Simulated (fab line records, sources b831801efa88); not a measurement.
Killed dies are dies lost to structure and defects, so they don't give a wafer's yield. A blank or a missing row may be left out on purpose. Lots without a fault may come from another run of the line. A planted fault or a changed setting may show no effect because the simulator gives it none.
Chamber matching | flow gf180mcu | GF_V4_CMP_04 on cmp-01: 4 sister chambers
The step polishes SiO2. 8 wafers are shown with their chamber, then 9 later ones without.

WAFERS WITH THEIR CHAMBER
wafer  | chamber | motor_current_A (A) | time_to_endpoint_s (s)
L456.5 | 3       | 11.5                | 76
L459.6 | 0       | 10.2                | 77
L461.1 | 1       | 12.6                | 75
L461.4 | 0       | 9.7                 | 84
L461.5 | 2       | 11.1                | 83
L472.1 | 2       | 9.9                 | 75
L472.2 | 1       | 13.2                | 77
L472.5 | 3       | 11.9                | 80

WAFERS WITHOUT THEIR CHAMBER
wafer  | motor_current_A (A) | time_to_endpoint_s (s)
L471.1 | 11.8                | 70
L471.3 | 9.8                 | 72
L471.4 | 12.3                | 76
L473.1 | 10.7                | 69
L473.4 | 9.1                 | 68
L473.6 | 11.3                | 70
L474.2 | 9.9                 | 72
L474.4 | 11.9                | 75
L474.6 | 9.9                 | 75

WHICH CHAMBER EACH WENT THROUGH
wafer  | from the rows above               | in truth
L471.1 | can't be placed: 3 or 1 or 2      | 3
L471.3 | can't be placed: 0 or 2 or 3      | 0
L471.4 | can't be placed: 1 or 3           | 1
L473.1 | can't be placed: 2 or 3 or 0      | 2
L473.4 | can't be placed: 0 or 2           | 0
L473.6 | can't be placed: 3 or 2 or 1 or 0 | 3
L474.2 | can't be placed: 2 or 0 or 3      | 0
L474.4 | can't be placed: 3 or 1           | 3
L474.6 | can't be placed: 0 or 2           | 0
Placed correctly: 0 of 9. Can't be placed from these rows: 9 (the true chamber is among the candidates in 9). Placed wrongly: 0.
How it was worked out, from the rows above alone: a wafer's distance from a chamber is the root of the sum, over the readings, of the square of ((its reading less the chamber's mean) divided by the reading's scatter). The wafer belongs to the nearest chamber; if the next one is less than 2 further off, it can't be placed. A chamber's mean is the mean of its shown wafers. The scatter: the root of (the sum of the squares of (reading less its chamber's mean) over the shown wafers, divided by (wafers less chambers)).
